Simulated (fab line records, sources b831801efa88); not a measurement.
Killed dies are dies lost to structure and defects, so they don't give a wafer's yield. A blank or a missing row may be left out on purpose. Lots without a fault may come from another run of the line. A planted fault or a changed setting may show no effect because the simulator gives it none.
fab line records | flow sfq_line
record lots=14 wafers=42 last_day=96
route steps=325 shown M6@252
lots that met no fault: from a run of the same line without faults
start_h: hours from the record's first day to the start of the lot's first wafer shown | wait_h: hours since the lot's step before | " the same as in the row above | L1.1+2: a row that stands for several wafers | - no value, or no start given | * or withheld: withheld | < > ~ a bound
route shown NAME@n: a module of which the file shows steps, and the number in the route of the first | usual: mean/standard deviation of fault-free wafers | same: alike in all rows | chamber/n: place in a boat | sites: the reading at each site | _std_site: their standard deviation | _edge_site: outer sites' mean less inner sites' | radius_mm: how far each site lies from the wafer's centre | mask NAME#n: copy n | behind: the tool/chamber that last shaped the wafer | hold: why the lot was held/for how many hours/how that ended | device: the transistor (n, p or np) that didn't switch | end of line: the same wafers' tests at the end of the route | a step without rows: its recipe alone | killed: dies lost to structure and defects at the first sort, not the wafer's yield | map: a wafer's dies, x killed, . not, _ none there
set.NAME: the setting as run; set.NAME@STEP: as run at that earlier step | model.NAME: the simulator's own value behind a step, which no gauge read
steps of the route over a sample of lots; a table a step, a row a wafer
services: from which hour (start_h, from the record's first day; less than 0 if before it) a tool's chamber was out of use, for how many hours, and why
## steps
# step SFQ_TRILAYER_M6_DEP_SPUTTER_157
# recipe material=Nb base_pressure_pa=1.33e-06 chamber_pressure_pa=0.1333 substrate_temp_c=20 target_thk_nm=200 power_w=2000 time_s=133.3
# usual throttle_valve_pct=29.7/0.81
# columns lot.wafer tool chamber start_h wait_h throttle_valve_pct
L989.1 pvd_sputter-04 - 1594.93 0.0 30.3
L989.5 " - " " 30.1
L989.6 " - " " 29.6
L990.1 pvd_sputter-03 - 1600.92 0.0 30.2
L990.5 " - " " 29.3
L990.6 " - " " 29.7
L991.2 pvd_sputter-04 - 1615.41 0.0 28.8
L991.3 " - " " 30.3
L991.4 " - " " 30.4
L992.1 pvd_sputter-03 - 1625.15 0.0 30.3
L992.2 " - " " 29.2
L992.5 " - " " 30.2
L995.3 pvd_sputter-03 - 1656.35 0.0 29.4
L995.4 " - " " 28.9
L995.6 " - " " 29.3
L997.4 pvd_sputter-03 - 1669.94 0.0 29.5
L997.5 " - " " 29.4
L997.6 " - " " 30.3
L102.1 pvd_sputter-03 - 1821.15 0.0 30.3
L102.2 " - " " 30.5
L102.4 " - " " 29.4
L104.1 pvd_sputter-03 - 1829.55 0.0 29.4
L104.4 " - " " 30.1
L104.5 " - " " 29.5
L105.1 pvd_sputter-03 - 1848.75 0.0 29.5
L105.2 " - " " 29.3
L105.4 " - " " 30.4
L107.1 pvd_sputter-04 - 1870.35 0.0 28.4
L107.2 " - " " 30.3
L107.6 " - " " 28.6
L108.1 pvd_sputter-03 - 1884.75 0.0 30.3
L108.3 " - " " 29.4
L108.6 " - " " 30.3
L110.2 pvd_sputter-03 - 1887.27 0.0 30.1
L110.4 " - " " 30.3
L110.6 " - " " 30.2
L111.4 pvd_sputter-04 - 1898.40 0.0 30.5
L111.5 " - " " 30.4
L111.6 " - " " 30.4
L112.2 pvd_sputter-04 - 1903.62 0.0 30.5
L112.5 " - " " 30.5
L112.6 " - " " 30.6
# step SFQ_M6_RS_MEAS_938
# recipe thk_meas_gauge=four-point-probe reads=Nb_of_TRILAYER_M6_DEP_SPUTTER_157
# usual M6_NB_RS=0.887/0.0068
# columns lot.wafer tool chamber start_h wait_h hold M6_NB_RS[ohm/sq]
L989.1 film_metro-04 - 1595.02 0.0 - 0.891
L989.5 " - " " - 0.879
L989.6 " - " " - 0.883
L990.1 film_metro-04 - 1601.01 0.0 - 0.874
L990.5 " - " " - 0.882
L990.6 " - " " - 0.882
L991.2 film_metro-04 - 1615.53 0.1 - 0.888
L991.3 " - " " - 0.879
L991.4 " - " " - 0.881
L992.1 film_metro-04 - 1625.24 0.0 - 0.875
L992.2 " - " " - 0.890
L992.5 " - " " - 0.883
L995.3 film_metro-02 - 1656.48 0.1 await_dispo/0.2h/release 0.951
L995.4 " - " " await_dispo/0.2h/release 0.948
L995.6 " - " " await_dispo/0.2h/release 0.941
L995.3 film_metro-02 - 1656.77 0.3 - 0.949
L995.4 " - " " - 0.948
L995.6 " - " " - 0.942
L997.4 film_metro-04 - 1670.09 0.1 await_dispo/0.2h/release 0.949
L997.5 " - " " await_dispo/0.2h/release 0.942
L997.6 " - " " await_dispo/0.2h/release 0.939
L997.4 film_metro-04 - 1670.37 0.3 - 0.950
L997.5 " - " " - 0.941
L997.6 " - " " - 0.939
L102.1 film_metro-04 - 1821.24 0.0 - 0.893
L102.2 " - " " - 0.895
L102.4 " - " " - 0.899
L104.1 film_metro-04 - 1829.64 0.0 - 0.883
L104.4 " - " " - 0.878
L104.5 " - " " - 0.891
L105.1 film_metro-02 - 1848.84 0.0 - 0.891
L105.2 " - " " - 0.895
L105.4 " - " " - 0.895
L107.1 film_metro-02 - 1870.44 0.0 - 0.888
L107.2 " - " " - 0.885
L107.6 " - " " - 0.887
L108.1 film_metro-04 - 1884.84 0.0 - 0.875
L108.3 " - " " - 0.881
L108.6 " - " " - 0.871
L110.2 film_metro-04 - 1887.38 0.1 - 0.888
L110.4 " - " " - 0.878
L110.6 " - " " - 0.877
L111.4 film_metro-04 - 1898.55 0.1 - 0.890
L111.5 " - " " - 0.889
L111.6 " - " " - 0.891
L112.2 film_metro-04 - 1903.73 0.1 - 0.889
L112.5 " - " " - 0.883
L112.6 " - " " - 0.889
# step SFQ_TRILAYER_M6_ETCH_METAL_ETCH_162
# recipe target=Nb stop_on=SiO2 mask_material=PR chemistry=Cl2/Ar target_depth_nm=240 icp_w=600 bias_w=80 pressure_mtorr=10 time_s=120
# usual drypump_motor_current_A=6.0/0.3 he_backside_leak_sccm=3.47/0.26 oes_product_au=0.896/0.0058
# columns lot.wafer tool chamber start_h wait_h drypump_motor_current_A he_backside_leak_sccm oes_product_au rf_hours_counter_h
L989.1 rie_metal-01 1 1729.53 0.0 5.9 3.63 0.896 68
L989.5 " 0 " " 5.6 3.68 0.902 -
L989.6 " 1 " " 5.9 3.65 0.901 -
L990.1 rie_metal-01 0 1734.33 0.0 5.6 3.54 0.908 30
L990.5 " 1 " " 5.9 3.51 0.896 -
L990.6 " 0 " " 5.6 3.55 0.894 -
L991.2 rie_metal-04 0 1741.53 0.0 5.7 3.29 0.897 85
L991.3 " 1 " " 6.3 3.61 0.897 -
L991.4 " 0 " " 5.7 3.56 0.898 -
L992.1 rie_metal-03 1 1749.93 0.0 5.8 3.74 0.903 126
L992.2 " 0 " " 6.3 3.14 0.898 43
L992.5 " 1 " " 5.8 3.66 0.896 -
L995.3 rie_metal-01 1 1785.96 0.1 5.9 3.47 0.867 -
L995.4 " 0 " " 5.6 3.66 0.864 -
L995.6 " 0 " " 5.6 3.66 0.870 -
L997.4 rie_metal-03 0 1801.97 0.2 6.3 3.10 0.860 -
L997.5 " 0 " " 6.3 3.18 0.870 -
L997.6 " 0 " " 6.3 3.29 0.867 -
L102.1 rie_metal-04 1 1924.42 0.0 6.4 3.70 0.887 70
L102.2 " 0 " " 5.7 3.30 0.890 107
L102.4 " 1 " " 6.4 3.77 0.895 -
L104.1 rie_metal-04 1 1936.39 0.0 6.4 3.62 0.906 72
L104.4 " 1 " " 6.4 3.57 0.896 -
L104.5 " 1 " " 6.4 3.64 0.898 -
L105.1 rie_metal-04 1 1949.59 0.0 6.4 3.55 0.897 74
L105.2 " 0 " " 5.7 3.75 0.891 112
L105.4 " 0 " " 5.7 3.70 0.885 -
L107.1 rie_metal-04 1 1968.79 0.0 6.3 3.72 0.890 77
L107.2 " 0 " " 5.6 3.41 0.895 114
L107.6 " 0 " " 5.7 3.51 0.900 -
L108.1 rie_metal-03 0 1981.79 0.0 6.3 3.33 0.906 83
L108.3 " 1 " " 5.8 3.39 0.900 -
L108.6 " 1 " " 5.8 3.50 0.911 -
L110.2 rie_metal-01 1 1986.59 0.0 5.9 3.58 0.893 101
L110.4 " 1 " " 5.9 3.58 0.905 -
L110.6 " 0 " " 5.7 3.49 0.900 -
L111.4 rie_metal-04 1 1999.95 0.1 6.3 3.66 0.893 -
L111.5 " 1 " " 6.4 3.74 0.897 -
L111.6 " 0 " " 5.7 3.69 0.888 -
L112.2 rie_metal-03 1 2006.35 0.0 5.8 3.14 0.898 31
L112.5 " 1 " " 5.8 3.37 0.897 -
L112.6 " 0 " " 6.3 3.32 0.901 -
## services
# columns tool chamber start_h hours kind
rie_metal-04 - 1571.34 14.6 pm
pvd_sputter-04 - 1579.61 0.9 repair
rie_metal-04 0 1598.16 22.3 repair
pvd_sputter-03 - 1606.56 14.3 repair
pvd_sputter-04 0 1606.73 - consumable_replace:kit
pvd_sputter-03 - 1672.32 5.1 repair
rie_metal-04 - 1680.12 0.4 repair
pvd_sputter-04 - 1692.21 12.8 repair
pvd_sputter-03 - 1712.21 4.1 repair
pvd_sputter-04 - 1739.84 5.1 repair
rie_metal-01 1 1739.91 20.6 repair
rie_metal-03 1 1763.47 5.0 repair
rie_metal-03 - 1844.59 0.3 repair
pvd_sputter-03 0 1875.80 - consumable_replace:kit
pvd_sputter-03 0 1875.80 18.0 scheduled_down
pvd_sputter-03 0 1875.80 18.0 vent_cycle
pvd_sputter-04 - 1884.74 6.3 repair
rie_metal-01 1 1904.63 17.5 repair
rie_metal-04 - 1940.87 0.6 repair
rie_metal-04 - 1942.94 0.1 repair
rie_metal-03 1 1962.26 5.5 repair
rie_metal-04 - 1965.90 2.8 pm
pvd_sputter-03 - 1979.15 28.6 repair
pvd_sputter-03 - 1988.57 0.8 repair
## key
first_sign step=SFQ_M6_RS_MEAS_938 reading=visit direction=added
effect step=SFQ_M6_RS_MEAS_938 reading=M6_NB_RS direction=up sigmas=8.5 usual=0.887 struck=0.945
effect step=SFQ_TRILAYER_M6_ETCH_METAL_ETCH_162 reading=oes_product_au direction=down sigmas=5.2 usual=0.896 struck=0.866
met_at SFQ_TRILAYER_M6_DEP_SPUTTER_157
struck_lots L995,L997
onset_between 1625.15 1656.35
fault kind=process_parameter_drift tool=pvd_sputter-03 chamber=- onset_h=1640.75 steps=SFQ_TRILAYER_M6_DEP_SPUTTER_157 channel=target_thk_nm offset=-13.112 shape=step end_h=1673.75 acts_in=these_recipes_only stated=200
